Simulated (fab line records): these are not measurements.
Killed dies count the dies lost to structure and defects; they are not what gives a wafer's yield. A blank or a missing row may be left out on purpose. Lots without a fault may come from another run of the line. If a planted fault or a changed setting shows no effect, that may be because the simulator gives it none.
Which of the tools did it?	flow gf180mcu	33 wafers from 11 lots sampled at 5 of the route's 602 steps

## WHAT THE GAUGES SHOWED, per wafer
GF_V2_RS_MEAS_24: measures by four-point-probe.
lot	measured	on	V2_W_RS (ohm/sq)
L272	day 21 00:32	film metro-02	0.332 0.334 0.333
L273	day 21 14:32	film metro-02	0.330 0.330 0.330
L275	day 22 05:58	film metro-02	0.328 0.333 0.332
L277	day 23 07:26	film metro-01	0.333 0.311 0.310
L278	day 23 11:40	film metro-01	0.332 0.308 0.334
L283	day 25 01:51	film metro-02	0.331 0.331 0.331
L285	day 25 22:10	film metro-04	0.326 0.330 0.330
L287	day 26 20:30	film metro-02	0.333 0.331 0.333
L291	day 27 22:56	film metro-04	0.329 0.324 0.333
L293	day 28 05:35	film metro-04	0.332 0.329 0.330
L294	day 28 17:20	film metro-04	0.333 0.332 0.331

GF_V2_THK_MEAS_25: measures by xrf.
lot	measured	on	V2_W_THK (nm)
L272	day 21 00:39	film metro-02	343 340 342
L273	day 21 14:40	film metro-02	348 345 346
L275	day 22 06:04	film metro-02	346 343 341
L277	day 23 07:34	film metro-01	337 361 364
L278	day 23 11:47	film metro-01	339 367 338
L283	day 25 01:58	film metro-02	344 342 343
L285	day 25 22:17	film metro-04	342 336 336
L287	day 26 20:36	film metro-02	338 339 339
L291	day 27 23:02	film metro-04	338 343 335
L293	day 28 05:41	film metro-04	340 343 340
L294	day 28 17:28	film metro-04	340 340 343

## WHAT TOOL EACH LOT RAN ON (gives the tool, then ch and the chambers of the sampled wafers, and finally the start)
lot	GF_V1_ETCH_17	GF_M2_STRIP_17	GF_V2_CVD_23
L272	rie diel-04 ch 0,1,2, day 19 22:09 or earlier	plasma asher-02 ch 1, day 19 22:09	cvd w-01 ch 0,1, day 21 00:24
L273	rie diel-03 ch 0,1,3, day 20 12:10 or earlier	plasma asher-01 ch 0,1, day 20 12:10	cvd w-02 ch 0,1, day 21 14:26
L275	rie diel-04 ch 1,2, day 21 04:00 or earlier	plasma asher-03 ch 0,1, day 21 04:00	cvd w-02 ch 0,1, day 22 05:50
L277	rie diel-04 ch 0,1, day 22 06:09 or earlier	plasma asher-01 ch 0,1, day 22 06:09	cvd w-02 ch 0,1, day 23 07:20
L278	rie diel-03 ch 0,1,2, day 22 10:31 or earlier	plasma asher-01 ch 0,1, day 22 10:31	cvd w-02 ch 0,1, day 23 11:34
L283	rie diel-04 ch 2,3, day 24 00:52 or earlier	plasma asher-03 ch 0,1, day 24 00:52	cvd w-01 ch 1, day 25 01:43
L285	rie diel-04 ch 0,1,2, day 24 20:44 or earlier	plasma asher-03 ch 0,1, day 24 20:44	cvd w-01 ch 0,1, day 25 22:04
L287	rie diel-03 ch 0,1,2, day 25 21:14 or earlier	plasma asher-03 ch 0,1, day 25 21:14	cvd w-02 ch 0,1, day 26 20:22
L291	rie diel-03 ch 1,2, day 27 00:11 or earlier	plasma asher-03 ch 0,1, day 27 00:11	cvd w-02 ch 0,1, day 27 22:48
L293	rie diel-04 ch 0,3, day 27 06:50 or earlier	plasma asher-01 ch 0,1, day 27 06:50	cvd w-02 ch 0,1, day 28 05:28
L294	rie diel-01 ch 1,2,3, day 27 19:26 or earlier	plasma asher-02 ch 0,1, day 27 19:26	cvd w-01 ch 0,1, day 28 17:14
- GF_V1_ETCH_17: etches SiO2 in C4F8/O2/Ar, stops on TiN, target depth 630 nm.
- GF_M2_STRIP_17: strips in O2/N2.
- GF_V2_CVD_23: deposits W, target thk 350 nm, time 104.94 s.

## AS READ BY THE TOOLS THEMSELVES (means over the sampled wafers that have a number; for cases with no such wafer, the mark the record gives instead)
GF_V1_ETCH_17.
lot	tool	oes product au (a.u.)
L272	rie diel-04	0.851
L273	rie diel-03	0.854
L275	rie diel-04	0.853
L277	rie diel-04	0.850
L278	rie diel-03	0.856
L283	rie diel-04	0.857
L285	rie diel-04	0.857
L287	rie diel-03	0.854
L291	rie diel-03	0.860
L293	rie diel-04	0.854
L294	rie diel-01	0.855

GF_M2_STRIP_17.
lot	tool	drypump motor current A (A)	heater power w (W)	n2 flow sccm (sccm)	oes product au (a.u.)	strip time to endpoint s (s)
L272	plasma asher-02	5.58	258	299.0	0.541	7.36
L273	plasma asher-01	5.69	348	298.9	0.539	7.36
L275	plasma asher-03	5.41	303	300.0	0.537	7.32
L277	plasma asher-01	5.69	355	299.3	0.539	7.41
L278	plasma asher-01	5.68	349	299.9	0.538	7.42
L283	plasma asher-03	5.41	304	300.0	0.541	7.39
L285	plasma asher-03	5.26	306	299.5	0.534	7.39
L287	plasma asher-03	5.25	306	300.0	0.540	7.47
L291	plasma asher-03	5.42	309	300.1	0.538	7.38
L293	plasma asher-01	5.68	354	299.3	0.535	7.39
L294	plasma asher-02	5.74	324	300.4	0.540	7.44

GF_V2_CVD_23.
lot	tool	heater power w (W)
L272	cvd w-01	891
L273	cvd w-02	926
L275	cvd w-02	930
L277	cvd w-02	934
L278	cvd w-02	910
L283	cvd w-01	863
L285	cvd w-01	903
L287	cvd w-02	932
L291	cvd w-02	948
L293	cvd w-02	938
L294	cvd w-01	892

## THE ANSWER, worked out from the rows above alone
Rule: the usual values come from the lots themselves. Put in order of their means at a reading, lots are off if they are a third of the lots or fewer, leave a main group of 4 or more, and stand apart from it by a gap of 3 or more times the standard deviation of the main group's means; of several such gaps the widest counts. A main group whose means are all the same, to the digits that the tables above print for the reading, isn't used. Also off: a lot with no number at a reading for which 4 or more lots have one. Where the step has rows for the other lots, those lots are counted as sound. Order of review: gauges by route order, followed by the tools' own readings, for which a lot's mean as printed above is used. At the first step where some lot is off, the reading lying furthest off is the one used; lots without a number count as furthest.
None of the lots is off at any reading shown; this tells nothing.

## WHAT THE SIMULATOR PUT IN
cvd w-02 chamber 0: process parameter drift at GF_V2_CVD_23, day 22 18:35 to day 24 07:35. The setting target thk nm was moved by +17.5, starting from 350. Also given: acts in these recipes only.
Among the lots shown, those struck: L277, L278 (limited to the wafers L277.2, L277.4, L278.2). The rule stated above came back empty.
